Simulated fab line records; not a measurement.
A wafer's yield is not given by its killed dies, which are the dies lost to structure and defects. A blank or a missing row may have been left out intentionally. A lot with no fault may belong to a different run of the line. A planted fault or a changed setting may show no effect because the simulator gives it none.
Commonality check across tools	flow gf180mcu	Sample size 12 lots and 36 wafers

WHY THIS WAS OPENED
GF_VT_IMPLANT_RS_MEAS_46, reading MVSD_RS: flagged on 1 of 12 lots. Wafers without a fault read 456.8 ohm/sq, standard deviation 1.4.
Rule: a lot is flagged in two cases, either no wafer of it has a number, or all its wafers with numbers fall more than 4 standard deviations from that mean. As for the other lots, they are considered sound.

lot	measured	on	MVSD_RS (ohm/sq), wafer by wafer	flag
L242	day 8 01:41	film-metro-02	458.4 458.6 457.8	
L243	day 8 09:52	film-metro-04	456.6 455.9 455.9	
L244	day 8 17:19	film-metro-04	455.0 456.1 455.3	
L245	day 8 23:07	film-metro-01	458.0 458.5 458.5	
L247	day 9 13:14	film-metro-01	455.8 456.7 457.5	
L248	day 9 17:55	film-metro-01	455.9 455.5 455.3	
L252	day 10 21:43	film-metro-02	431.4 430.6 432.4	FLAGGED
L257	day 12 06:35	film-metro-01	455.1 454.0 454.9	
L259	day 12 21:58	film-metro-01	458.4 459.1 456.8	
L260	day 13 05:34	film-metro-01	454.1 454.2 454.5	
L262	day 13 16:34	film-metro-02	456.0 457.0 456.6	
L263	day 14 06:20	film-metro-01	458.1 457.0 457.6	
On average the flagged lots' numbers are 431.5 ohm/sq, which is -25.3 ohm/sq against the usual, or -18 standard deviations.

WHICH TOOL EACH LOT WENT THROUGH
2 process steps preceding the reading are held in the record, out of 602 steps in the route. Every cell lists first the tool, next ch and the chambers used by the sampled wafers, and last the start.
lot	flag	GF_STI_ETCH_14	GF_MVSD_IMPLANT_08
L242		rie-si-02 ch 0,2, day 2 11:32	implanter-02 ch 0, day 4 20:43
L243		rie-si-02 ch 0,1,2, day 2 17:08	implanter-03 ch 0, day 5 04:40
L244		rie-si-02 ch 0,2, day 2 22:41	implanter-03 ch 0, day 5 09:25
L245		rie-si-01 ch 2,3, day 3 02:56	implanter-04 ch 0, day 5 14:52
L247		rie-si-02 ch 0,2,3, day 3 14:47	implanter-03 ch 0, day 6 04:49
L248		rie-si-02 ch 0,1,3, day 3 19:20	implanter-04 ch 0, day 6 08:13
L252	FLAGGED	rie-si-01 ch 1,2,3, day 4 16:20	implanter-04 ch 0, day 7 08:04
L257		rie-si-01 ch 1,3, day 5 17:23	implanter-02 ch 0, day 8 12:36
L259		rie-si-02 ch 1,2,3, day 6 03:08	implanter-02 ch 0, day 9 01:28
L260		rie-si-02 ch 0,3, day 6 09:53	implanter-03 ch 0, day 9 08:40
L262		rie-si-01 ch 0,2,3, day 6 18:59	implanter-03 ch 0, day 9 17:46
L263		rie-si-02 ch 0,2,3, day 7 04:23	implanter-02 ch 0, day 10 05:34
What is done by these steps:
- GF_STI_ETCH_14: etches Si in HBr/Cl2/O2, target depth 360 nm, time 102.9 s.
- GF_MVSD_IMPLANT_08
- GF_VT_IMPLANT_RS_MEAS_46: measures by four-point-probe.

FLAGGED AGAINST TOTAL, ONE TOOL AT A TIME (gauges that did the reading follow at the end)
step	tool	lots run	flagged	share of the flagged lots	sound lots run after its first flagged lot
GF_STI_ETCH_14	rie-si-01	4	1	all	2 (L257,L262)
GF_STI_ETCH_14	rie-si-02	8	0	none	-
GF_MVSD_IMPLANT_08	implanter-02	4	0	none	-
GF_MVSD_IMPLANT_08	implanter-03	5	0	none	-
GF_MVSD_IMPLANT_08	implanter-04	3	1	all	0
GF_VT_IMPLANT_RS_MEAS_46	film-metro-01	7	0	none	-
GF_VT_IMPLANT_RS_MEAS_46	film-metro-02	3	1	all	1 (L262)
GF_VT_IMPLANT_RS_MEAS_46	film-metro-04	2	0	none	-

WHAT THE TABLE ALLOWS
In the table, 3 rows ran each flagged lot (rie-si-01 at GF_STI_ETCH_14; implanter-04 at GF_MVSD_IMPLANT_08; film-metro-02 at GF_VT_IMPLANT_RS_MEAS_46).
- rie-si-01 at GF_STI_ETCH_14 ran 4 lots, 1 of them flagged. Sound lots followed the first flagged one (L257, L262) on it, something a lasting fault affecting the whole tool could not allow.
- implanter-04 at GF_MVSD_IMPLANT_08 ran 3 lots, 1 of them flagged. It ran its last sound lot, L248, at day 6 08:13 and its first flagged lot, L252, at day 7 08:04: a fault with its onset between the two fits. Its own readings (beam-on-s, end-station-pressure-torr, faraday-current-uA) fall more than 4 standard deviations out on all wafers of the flagged lots.
- film-metro-02 at GF_VT_IMPLANT_RS_MEAS_46 ran 3 lots, 1 of them flagged. Sound lots followed the first flagged one (L262) on it, something a lasting fault affecting the whole tool could not allow.
What remains is a single tool, implanter-04 at GF_MVSD_IMPLANT_08.

WHAT THE SIMULATOR HAD PUT IN
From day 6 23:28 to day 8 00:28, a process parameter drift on implanter-04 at GF_MVSD_IMPLANT_08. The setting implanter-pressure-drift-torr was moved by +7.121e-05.
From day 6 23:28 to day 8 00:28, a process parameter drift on implanter-04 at GF_MVSD_IMPLANT_08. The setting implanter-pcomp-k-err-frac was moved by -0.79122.
Shown lots that were struck: L252. The rule above reached the same finding.
